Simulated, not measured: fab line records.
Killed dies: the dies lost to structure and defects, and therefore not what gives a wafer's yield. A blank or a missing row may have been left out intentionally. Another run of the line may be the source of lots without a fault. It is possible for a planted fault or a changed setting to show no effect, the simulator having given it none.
Matching of chambers / flow gf180mcu / rie-diel-02 running GF_V3_ETCH_16: 4 sister chambers
The step etches BARC in N2/H2. 8 wafers are shown with their chamber, then 11 later ones without.

## WAFERS, EACH WITH ITS CHAMBER
wafer=L076.5; chamber=0; chamber-pressure-mTorr (mTorr)=30.009; oes-product-au (a.u.)=0.856
wafer=L083.4; chamber=0; chamber-pressure-mTorr (mTorr)=30.033; oes-product-au (a.u.)=0.853
wafer=L087.4; chamber=3; chamber-pressure-mTorr (mTorr)=29.960; oes-product-au (a.u.)=0.858
wafer=L089.3; chamber=3; chamber-pressure-mTorr (mTorr)=30.006; oes-product-au (a.u.)=0.852
wafer=L089.4; chamber=1; chamber-pressure-mTorr (mTorr)=29.991; oes-product-au (a.u.)=0.858
wafer=L090.4; chamber=2; chamber-pressure-mTorr (mTorr)=29.979; oes-product-au (a.u.)=0.851
wafer=L090.5; chamber=1; chamber-pressure-mTorr (mTorr)=29.950; oes-product-au (a.u.)=0.853
wafer=L091.1; chamber=2; chamber-pressure-mTorr (mTorr)=29.979; oes-product-au (a.u.)=0.846

## WAFERS WITH NO CHAMBER GIVEN
wafer=L091.2; chamber-pressure-mTorr (mTorr)=30.003; oes-product-au (a.u.)=0.851
wafer=L091.4; chamber-pressure-mTorr (mTorr)=29.981; oes-product-au (a.u.)=0.849
wafer=L093.1; chamber-pressure-mTorr (mTorr)=29.982; oes-product-au (a.u.)=0.848
wafer=L093.4; chamber-pressure-mTorr (mTorr)=30.013; oes-product-au (a.u.)=0.859
wafer=L093.5; chamber-pressure-mTorr (mTorr)=30.022; oes-product-au (a.u.)=0.861
wafer=L096.3; chamber-pressure-mTorr (mTorr)=29.989; oes-product-au (a.u.)=0.853
wafer=L096.4; chamber-pressure-mTorr (mTorr)=30.020; oes-product-au (a.u.)=0.849
wafer=L096.6; chamber-pressure-mTorr (mTorr)=30.009; oes-product-au (a.u.)=0.853
wafer=L097.1; chamber-pressure-mTorr (mTorr)=30.028; oes-product-au (a.u.)=0.860
wafer=L097.3; chamber-pressure-mTorr (mTorr)=30.001; oes-product-au (a.u.)=0.852
wafer=L097.4; chamber-pressure-mTorr (mTorr)=29.998; oes-product-au (a.u.)=0.851

## EACH ONE'S CHAMBER
wafer=L091.2; from the rows above=can't be placed: 2 or 0 or 3 or 1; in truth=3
wafer=L091.4; from the rows above=can't be placed: 2 or 3 or 1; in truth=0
wafer=L093.1; from the rows above=can't be placed: 2 or 3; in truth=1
wafer=L093.4; from the rows above=can't be placed: 0 or 3 or 1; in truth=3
wafer=L093.5; from the rows above=can't be placed: 0 or 3 or 1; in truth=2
wafer=L096.3; from the rows above=can't be placed: 3 or 1 or 2 or 0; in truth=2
wafer=L096.4; from the rows above=can't be placed: 0 or 2 or 3 or 1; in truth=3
wafer=L096.6; from the rows above=can't be placed: 0 or 3 or 1 or 2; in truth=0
wafer=L097.1; from the rows above=can't be placed: 0 or 3 or 1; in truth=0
wafer=L097.3; from the rows above=can't be placed: 0 or 3 or 2 or 1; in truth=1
wafer=L097.4; from the rows above=can't be placed: 2 or 3 or 0 or 1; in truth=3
Correctly placed: 0 of 11. Can't be placed from these rows: 11 (the true chamber is among the candidates in 8). 0 placed wrongly.
How it was worked out, from the rows above alone: a wafer's distance from a chamber is the root of the sum, over the readings, of the square of ((its reading less the chamber's mean) divided by the reading's scatter). If the next closest chamber is less than 2 further off than the closest, the wafer can't be placed; otherwise it belongs to the closest. For every chamber, the mean is computed from those of its wafers that are shown. The scatter is the square root of a quotient: the sum, over the shown wafers, of each reading's squared deviation from its chamber's mean, divided by wafers minus chambers.
